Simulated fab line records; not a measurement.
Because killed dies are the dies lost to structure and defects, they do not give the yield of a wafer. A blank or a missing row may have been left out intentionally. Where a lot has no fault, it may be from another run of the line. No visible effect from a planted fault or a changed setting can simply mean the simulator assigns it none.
Which tool was responsible? + flow gf180mcu + Sampling: 14 lots, 42 wafers, 4 of 602 route steps

WHAT THE GAUGES READ, wafer by wafer
GF_HV_LDD_OVL_MEAS_20.
| lot  | measured     | on         | HV_LDD_01_OVL (nm) |
|------|--------------|------------|--------------------|
| L689 | day 10 16:04 | overlay-01 | -3.3 -2.8 -2.1     |
| L690 | day 11 03:11 | overlay-02 | -0.4 -1.6 -0.6     |
| L694 | day 12 12:23 | overlay-02 | 0.2 -2.1 0.9       |
| L698 | day 13 16:25 | overlay-02 | -0.6 -0.9 -0.9     |
| L701 | day 14 16:46 | overlay-02 | -2.2 1.0 1.0       |
| L704 | day 15 12:19 | overlay-02 | -1.4 -1.3 -2.3     |
| L705 | day 15 19:20 | overlay-02 | -0.5 -0.2 -0.7     |
| L708 | day 17 03:26 | overlay-02 | -2.0 -1.7 -0.3     |
| L709 | day 17 03:44 | overlay-01 | 0.3 -2.0 -0.7      |
| L710 | day 17 12:07 | overlay-01 | 0.0 -0.1 -1.4      |
| L711 | day 17 22:19 | overlay-01 | 0.5 -0.9 -1.9      |
| L712 | day 18 04:46 | overlay-02 | -5.1 -3.1 -2.7     |

GF_PSD_CD_MEAS_07: target cd 400 nm.
| lot  | measured     | on       | cdNm (nm)         |
|------|--------------|----------|-------------------|
| L689 | day 14 03:45 | cdSem-02 | 398.2 399.1 400.4 |
| L690 | day 14 16:08 | cdSem-02 | 398.2 399.8 398.3 |
| L694 | day 16 02:40 | cdSem-01 | 401.1 398.7 401.9 |
| L698 | day 17 10:46 | cdSem-02 | 405.8 402.5 402.3 |
| L701 | day 18 14:46 | cdSem-01 | 396.0 396.0 395.1 |
| L704 | day 19 11:15 | cdSem-01 | 399.8 397.9 400.2 |
| L705 | day 19 22:55 | cdSem-01 | 401.4 401.1 400.9 |
| L708 | day 21 07:16 | cdSem-01 | 400.0 398.0 400.8 |
| L709 | day 21 07:40 | cdSem-02 | 401.5 400.0 401.5 |
| L710 | day 21 15:32 | cdSem-02 | 401.8 400.9 396.6 |
| L711 | day 22 02:59 | cdSem-01 | 402.0 401.8 402.7 |
| L712 | day 22 09:35 | cdSem-02 | 397.3 394.5 395.3 |

GF_SAB_THK_MEAS_01.
| lot  | measured     | on           | SAB_CVD_00_THK (nm) |
|------|--------------|--------------|---------------------|
| L689 | day 14 04:35 | filmMetro-02 | 49.2 50.1 50.5      |
| L690 | day 14 16:58 | filmMetro-02 | 50.0 49.9 49.9      |
| L694 | day 16 03:31 | filmMetro-02 | 49.8 49.6 49.0      |
| L698 | day 17 11:37 | filmMetro-02 | 49.0 49.9 50.5      |
| L701 | day 18 15:38 | filmMetro-03 | 50.2 50.4 51.2      |
| L704 | day 19 12:07 | filmMetro-01 | 50.0 50.0 50.8      |
| L705 | day 19 23:46 | filmMetro-01 | 50.1 51.2 50.4      |
| L708 | day 21 08:08 | filmMetro-03 | 49.4 49.5 50.0      |
| L709 | day 21 08:31 | filmMetro-03 | 49.8 48.7 50.6      |
| L710 | day 21 16:23 | filmMetro-03 | 49.7 50.8 51.1      |
| L711 | day 22 03:50 | filmMetro-02 | 49.8 49.5 50.7      |
| L712 | day 22 10:26 | filmMetro-02 | 49.0 49.7 50.6      |

WHICH TOOL RAN EACH LOT (tool, then ch and the chambers of the sampled wafers, then the start)
| lot  | GF_DUAL_GATE_OXIDATION_15     |
|------|-------------------------------|
| L689 | furnace-01 ch 0, day 8 06:26  |
| L690 | furnace-02 ch 0, day 8 15:41  |
| L694 | furnace-01 ch 0, day 9 19:59  |
| L696 | furnace-01, day 10 13:37      |
| L697 | furnace-02, day 10 16:55      |
| L698 | furnace-01 ch 0, day 11 00:06 |
| L701 | furnace-01 ch 0, day 11 22:17 |
| L704 | furnace-01 ch 0, day 12 17:31 |
| L705 | furnace-02 ch 0, day 13 00:22 |
| L708 | furnace-01 ch 0, day 14 05:13 |
| L709 | furnace-01 ch 0, day 14 05:13 |
| L710 | furnace-01 ch 0, day 14 13:35 |
| L711 | furnace-01 ch 0, day 14 18:58 |
| L712 | furnace-02 ch 0, day 15 05:32 |
- GF_DUAL_GATE_OXIDATION_15: stabilise 600 s, purge 300 s, target thk 7.098 nm.

WHAT THE TOOLS THEMSELVES READ (means of the sampled wafers that have a number; where no wafer has one, the mark that the record gives instead)
GF_DUAL_GATE_OXIDATION_15.
| lot  | tool       | oxTempC (C) | oxTempCMax | zonePowerLowerPct (%) |
|------|------------|-------------|------------|-----------------------|
| L689 | furnace-01 | 850.25      | 852.9      | 15.5                  |
| L690 | furnace-02 | 850.19      | 853.0      | 12.9                  |
| L694 | furnace-01 | 849.88      | 852.4      | 15.5                  |
| L696 | furnace-01 | -           | -          | -                     |
| L697 | furnace-02 | -           | -          | -                     |
| L698 | furnace-01 | 850.28      | 852.6      | 15.4                  |
| L701 | furnace-01 | 849.84      | 853.0      | 15.6                  |
| L704 | furnace-01 | 849.98      | 852.6      | 15.4                  |
| L705 | furnace-02 | 850.28      | 853.3      | 13.0                  |
| L708 | furnace-01 | 849.98      | 853.4      | 15.3                  |
| L709 | furnace-01 | 850.00      | 853.1      | 15.4                  |
| L710 | furnace-01 | 849.73      | 852.1      | 15.4                  |
| L711 | furnace-01 | 849.89      | 852.5      | 15.4                  |
| L712 | furnace-02 | 849.97      | 853.8      | 12.9                  |

THE ANSWER, worked out from the rows above alone
Rule: the lots themselves supply what counts as usual. Put in order of their means at a reading, lots are off if they are a third of the lots or fewer, leave a main group of 4 or more, and stand apart from it by a gap of 3 or more times the standard deviation of the main group's means; of several such gaps the widest counts. Not used: any main group whose means are identical at the precision the tables above print for the reading. A lot without any number at a reading at which 4 lots or more have one is off too. Where the step has rows for the other lots, those lots are counted as sound. First the gauges in route order, then the tools' own readings, where a lot's mean is used as printed above. The first step at which some lot is off is used, and at that step the reading that is off furthest; a lot without a number counts as furthest.
Off, at GF_DUAL_GATE_OXIDATION_15 on oxTempC: L696, L697. Without a number there: L696, L697. Main group: mean 850.02 C, sd 0.18.
A tool fits if, at that step or a process step before it, it ran every lot that is off, and no sound lot after the first of them. No candidate that was tried fits.

WHAT THE SIMULATOR PUT IN
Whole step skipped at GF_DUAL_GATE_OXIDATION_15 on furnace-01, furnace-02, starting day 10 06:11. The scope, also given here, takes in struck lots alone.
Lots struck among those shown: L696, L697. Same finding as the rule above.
